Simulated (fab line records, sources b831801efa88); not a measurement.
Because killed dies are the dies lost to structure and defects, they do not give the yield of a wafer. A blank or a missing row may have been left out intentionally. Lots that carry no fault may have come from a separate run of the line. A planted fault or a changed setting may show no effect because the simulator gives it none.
A lot that was struck, set against a sound lot :: flow sky130 :: 16 out of 708 route steps
Sound: the wafers L485.1, L485.3, L485.4. The struck wafers were L497.1, L497.2, L497.4. The cause is given at the end.
Each step with rows lists, per side, the tool, then ch with its chambers, then its first start. Under that, the readings that differ: sound wafers :: struck wafers :: difference of the means :: sigmas: that difference in standard deviations of wafers without a fault.
alike: readings whose means differ by less than 2 such deviations, and words and numbers that are the same on both sides. not compared: withheld readings, readings that some wafer has no value for, bounds like >300 that may hide the same value, and numbers for which the record gives no deviation and whose values overlap.
Wherever a step has rows on one side only, a row that says differs or no value, or a row with sigmas, the two part there. Numbers that don't overlap but have no deviation are shown without sigmas and don't part them. Lack of a reading on every wafer of one side parts them only where that side has two or more wafers.

first, 2 steps without rows for these wafers: SKY_METAL4_PEB_11; SKY_METAL4_DEVELOP_12 (develop time 60 s).
SKY_METAL4_CD_MEAS_13 targets a cd of 300 nm.
  sound on cd-sem-02 at day 43 13:27; struck on cd-sem-01 at day 46 03:15
reading: cd-nm (nm)
sound: 298.2 297.0 297.6
struck: 301.8 301.3 301.0
difference: +3.8
sigmas: +3
SKY_METAL4_OVL_MEAS_14:
  sound on overlay-02 at day 43 13:34; struck on overlay-01 at day 46 03:22
  alike: METAL4_OVL
SKY_METAL4_DESCUM_15: chemistry O2, time 8 s.
  sound on rie-metal-02 ch 0,1, day 43 13:37; struck on rie-metal-02 ch 0,1, day 46 03:25
  alike: drypump-motor-current-A, oes-product-au
  not compared: rf-hours-counter-h
SKY_METAL4_ETCH_16: etches BARC in N2/H2, stops on SiO2, time 88.2 s, target depth 60 nm.
  sound on rie-metal-02 ch 0,1, day 43 13:38; struck on rie-metal-02 ch 0,1, day 46 03:26
  alike: drypump-motor-current-A, oes-product-au, throttle-valve-pct
  not compared: rf-hours-counter-h
SKY_METAL4_ETCH_17: etches SiO2 in C4F8/O2/Ar, stops on TiN, time 3.9 s, target depth 15 nm.
  sound on rie-diel-01 ch 1,3, day 43 13:44; struck on rie-diel-01 ch 0,2,3, day 46 03:32
  alike: oes-product-au
  not compared: rf-hours-counter-h
then, 1 step without rows for these wafers: SKY_METAL4_METAL_ETCH_18 (etches the open film in Cl2/BCl3, stops on SiO2, target depth 845 nm, time 183.1 s).
SKY_METAL4_STRIP_19: strips in O2/N2.
  sound on plasma-asher-01 ch 0,1, day 43 13:56; struck on plasma-asher-02 ch 0,1, day 46 03:44
  alike: drypump-motor-current-A, oes-product-au, strip-time-to-endpoint-s
  not compared: rf-hours-counter-h
then, 3 steps without rows for these wafers: SKY_METAL4_STRIP_20 (strips in post etch residue remover, time 1200 s); SKY_METAL4_CLEAN_21 (cleans in IPA, time 180 s); SKY_METAL4_CLEAN_22 (cleans in O3/DIW).
SKY_VIA4_HDPCVD_00: deposits SiO2, target thk 1750 nm, time 291.7 s.
  sound on hdpcvd-01 ch 1,2, day 43 14:32; struck on hdpcvd-01 ch 0,1,2, day 46 04:20
reading: model.SiO2_of_VIA4_HDPCVD_00.thk-nm (nm)
sound: 1739 1755 1751
struck: 830 840 804.2
difference: -924
sigmas: 
SKY_VIA4_THK_MEAS_01:
  sound on film-metro-03 at day 43 14:43; struck on film-metro-03 at day 46 04:31
reading: VIA4_HDPCVD_THK (nm)
sound: 1738 1754 1752
struck: 831 840 804
difference: -923
sigmas: -51
SKY_VIA4_CMP_02: polishes SiO2.
  sound on cmp-01 ch 0,1,2, day 43 14:46; struck on cmp-01 ch 1,2,3, day 46 04:46
  alike: motor-current-A, slurry-filter-dp-kPa
-- the record jumps here: 4 days lie between the struck wafers' starts before and after (it left off in module VIA4 and takes up again in module PAD_OPEN, whose first step shown is number 708 of the route) --
SKY_PAD_OPEN_PROBE_99:
  sound on prober-01 at day 47 10:35; struck on prober-01 at day 49 17:25
reading: model.etest.tester.sort-n-pass
sound: 402 430 409
struck: 218 225 247
difference: -184
sigmas: 

reading: model.etest.tester.sort-yield-pct (%)
sound: 81.71 87.4 83.13
struck: 44.31 45.73 50.2
difference: -37.33
sigmas: 

reading: model.etest.tester.sort_bin_3_pct (%)
sound: 0.813 0.4065 1.016
struck: 40.24 36.58 34.96
difference: +36.51
sigmas: 

reading: model.etest.met5-comb.leak-log10-a-um
sound: -11.98 -12.08 -11.99
struck: -6.976 -7.088 -7.034
difference: +4.984
sigmas: 

reading: model.etest.tester.sort_bin_8_pct (%)
sound: 0 0 0
struck: 3.366e-06 0.000611 6.752e-06
difference: +2.070e-04
sigmas: 
  alike: defect-limited-yield, killed_at_M0_to_M3, killed_at_M4_up, killed-at-contacts, killed-at-front-end, killed-at-other, killed-dies, killed-open, killed-short

## WHERE THEY PART
Last at SKY_VIA4_THK_MEAS_01 as far as this record goes, first at SKY_METAL4_CD_MEAS_13. Later steps at which nothing parts them and some readings are alike: SKY_VIA4_CMP_02, SKY_PAD_OPEN_PROBE_99.

WHY: whatever the simulator had introduced
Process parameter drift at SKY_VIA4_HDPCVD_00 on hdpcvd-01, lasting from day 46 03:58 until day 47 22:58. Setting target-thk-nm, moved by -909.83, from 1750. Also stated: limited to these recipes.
